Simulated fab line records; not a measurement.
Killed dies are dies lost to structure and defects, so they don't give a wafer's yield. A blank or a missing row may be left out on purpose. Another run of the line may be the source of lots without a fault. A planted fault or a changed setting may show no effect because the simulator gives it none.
A lot that was struck, set against a sound lot    flow sky130    44 steps out of a route of 708
Sound: the wafers L655.2, L655.4, L655.6. Wafers struck: L668.3, L668.6. Last of all comes the cause.
Each step with rows lists, per side, the tool, then ch with its chambers, then its first start. Under that, the readings that differ: sound wafers    struck wafers    difference of the means    sigmas: that difference in standard deviations of wafers without a fault.
alike: same words and numbers on both sides, and readings whose means sit less than 2 such deviations apart. not compared: any withheld reading, any reading some wafer has no value for, any bound like >300 that may hide the same value, and any number with overlapping values for which the record gives no deviation.
A row with sigmas, a row that says differs or no value, or rows on one side alone: a step with any of these is where the two part. Numbers that have no deviation but don't overlap get no sigmas and don't part them. A reading missing from all wafers of one side parts the sides only when that side holds two or more wafers.

first, 4 steps without rows for these wafers: SKY_VIA3_CLEAN_18 (cleans in IPA, time 180 s); SKY_VIA3_CLEAN_19 (cleans in O3/DIW); SKY_VIA3_SPUTTER_20 (material TiN, target thk 20 nm, time 80 s); SKY_VIA3_CVD_21 (deposits W, target thk 390 nm, time 117.31 s).
SKY_VIA3_RS_MEAS_22: uses a four-point probe to measure.
  struck on film-metro-02, day 43 19:46; sound on film-metro-01, day 40 01:54
  alike: VIA3_W_RS
SKY_VIA3_THK_MEAS_23: measures by xrf.
  struck on film-metro-02, day 43 19:52; sound on film-metro-01, day 40 02:01
  alike: VIA3_W_THK
then, 1 step without rows for these wafers: SKY_VIA3_CMP_24 (polishes, stops on SiO2, t overpolish 20 s, target thk 0 nm).
SKY_METAL4_SPUTTER_00: material Ti, target thk 15 nm, time 10 s.
  struck on pvd-sputter-02, day 43 20:13; sound on pvd-sputter-02, day 40 02:22
  alike: throttle-valve-pct
SKY_METAL4_SPUTTER_01: material TiN, target thk 20 nm, time 16.7 s.
  struck on pvd-sputter-02, day 43 20:14; sound on pvd-sputter-02, day 40 02:23
  alike: throttle-valve-pct
SKY_METAL4_SPUTTER_02: material AlCu, target thk 735 nm, time 39.1 s.
  struck on pvd-sputter-02, day 43 20:16; sound on pvd-sputter-02, day 40 02:25
  alike: throttle-valve-pct
then, 1 step without rows for these wafers: SKY_METAL4_SPUTTER_03 (material Ti, target thk 5 nm, time 3.3 s).
SKY_METAL4_SPUTTER_04: material TiN, target thk 70 nm, time 58.3 s.
  struck on pvd-sputter-02, day 43 20:19; sound on pvd-sputter-02, day 40 02:29
  alike: throttle-valve-pct
SKY_CAP2M_CVD_00: deposits SiO2, target thk 15.5 nm.
  sound on pecvd-04 ch 0,2, day 40 02:32; struck on pecvd-04 ch 1,2, day 43 20:22
reading                                 sound             struck       difference  sigmas
model.SiO2_of_CAP2M_CVD_00.thk-nm (nm)  15.3 15.73 15.34  14.77 14.49  -0.83       
  alike: heater-power-outer-w, heater-power-w
SKY_CAP2M_THK_MEAS_01:
  struck on film-metro-04, day 43 20:25; sound on film-metro-01, day 40 02:34
reading                sound              struck       difference  sigmas
CAP2M_CVD_00_THK (nm)  15.22 15.72 15.37  14.77 14.54  -0.78       -3
SKY_CAP2M_SPUTTER_02: material TiN, target thk 200 nm, time 166.7 s.
  struck on pvd-sputter-03, day 43 20:27; sound on pvd-sputter-01, day 40 02:37
  alike: throttle-valve-pct
SKY_CAP2M_RS_MEAS_03: uses a four-point probe to measure.
  struck on film-metro-03, day 43 20:36; sound on film-metro-04, day 40 02:45
reading                sound           struck     difference  sigmas
CAP2M_TIN_RS (ohm/sq)  7.10 7.29 7.34  6.91 6.98  -0.30       -3
SKY_CAP2M_THK_MEAS_04: measures by xrf.
  struck on film-metro-03, day 43 20:42; sound on film-metro-04, day 40 02:52
reading             sound              struck       difference  sigmas
CAP2M_TIN_THK (nm)  195.3 191.0 190.2  199.4 197.1  +6.1        +2
then, 7 steps without rows for these wafers: SKY_CAP2M_DEHYDRATE_05 (time 60 s); SKY_CAP2M_HMDS_06 (prime time 60 s); SKY_CAP2M_COAT_07 (resist thk 1140 nm); SKY_CAP2M_SOFTBAKE_08 (time 60 s); SKY_CAP2M_EXPOSE_09 (exposes mask CAP2M, target cd 1000 nm); SKY_CAP2M_PEB_10; SKY_CAP2M_DEVELOP_11 (develop time 60 s).
SKY_CAP2M_OVL_MEAS_12:
  struck on overlay-01, day 44 17:48; sound on overlay-01, day 41 02:41
  alike: CAP2M_OVL
then, 13 steps without rows for these wafers: SKY_CAP2M_METAL_ETCH_13 (etches TiN in Cl2/BCl3, stops on SiO2, target depth 220 nm, time 62.9 s); SKY_CAP2M_STRIP_14 (strips in O2/N2); SKY_CAP2M_STRIP_15 (strips in post etch residue remover, time 1200 s); SKY_CAP2M_CLEAN_16 (cleans in IPA, time 180 s); SKY_CAP2M_CLEAN_17 (cleans in O3/DIW); SKY_METAL4_DEHYDRATE_05 (time 60 s); SKY_METAL4_HMDS_06 (prime time 60 s); SKY_METAL4_COAT_07 (resist thk 60 nm); SKY_METAL4_COAT_08 (resist thk 1140 nm); SKY_METAL4_SOFTBAKE_09 (time 90 s); SKY_METAL4_EXPOSE_10 (exposes mask MM4, target cd 300 nm); SKY_METAL4_PEB_11; SKY_METAL4_DEVELOP_12 (develop time 60 s).
SKY_METAL4_CD_MEAS_13: target cd 300 nm.
  struck on cd-sem-01, day 45 15:35; sound on cd-sem-02, day 42 03:43
  alike: cd-nm
SKY_METAL4_OVL_MEAS_14:
  struck on overlay-01, day 45 15:41; sound on overlay-02, day 42 03:49
  alike: METAL4_OVL
then, 2 steps without rows for these wafers: SKY_METAL4_DESCUM_15 (chemistry O2, time 8 s); SKY_METAL4_ETCH_16 (etches BARC in N2/H2, stops on SiO2, time 88.2 s, target depth 60 nm).
SKY_METAL4_ETCH_17: etches SiO2 in C4F8/O2/Ar, stops on TiN, time 3.9 s, target depth 15 nm.
  sound on rie-diel-04 ch 0,1,2, day 42 03:59; struck on rie-diel-03 ch 0,3, day 45 15:50
reading                   sound              struck       difference  sigmas
oes-product-au (a.u.)     0.750 0.768 0.755  0.738 0.730  -0.024      -3
model.etch.depth-nm (nm)  15.3 15.73 15.34   14.77 14.49  -0.83       
-- the record jumps here: 4 days lie between the struck wafers' starts before and after (it left off in module METAL4 and takes up again in module PAD_OPEN, whose first step shown is number 708 of the route) --
SKY_PAD_OPEN_PROBE_99:
  struck on prober-01, day 49 04:39; sound on prober-01, day 46 02:54
reading                        sound             struck      difference  sigmas
defect-limited-yield (%)       83.5 82.1 78.3    83.1 87.2   +3.9        +2
killed-at-front-end            16 23 19          8 10        -10         -2
killed-dies                    81 88 107         83 63       -19         -2
killed-short                   39 41 49          32 30       -12         -2
sort-n-pass                    411 404 385       409 429     +19         +2
sort-yield-pct (%)             83.5 82.1 78.3    83.1 87.2   +3.9        +2
model.etest.cap-mim2.c-ff-um2  2.37 2.298 2.379  2.472 2.51  +0.142      
  alike: killed_at_M0_to_M3, killed_at_M4_up, killed-at-contacts, killed-at-other, killed-open, sort_bin_3_pad_short, sort_bin_5_function, sort_bin_6_memory
  not compared: model.etest.cap-mim2.bv-v, model.etest.cap-mim2.leak-log10-a-cm2

== WHERE THEY PART ==
Last at SKY_PAD_OPEN_PROBE_99 as far as this record goes, first at SKY_CAP2M_THK_MEAS_01.

WHY: what the simulator had put in
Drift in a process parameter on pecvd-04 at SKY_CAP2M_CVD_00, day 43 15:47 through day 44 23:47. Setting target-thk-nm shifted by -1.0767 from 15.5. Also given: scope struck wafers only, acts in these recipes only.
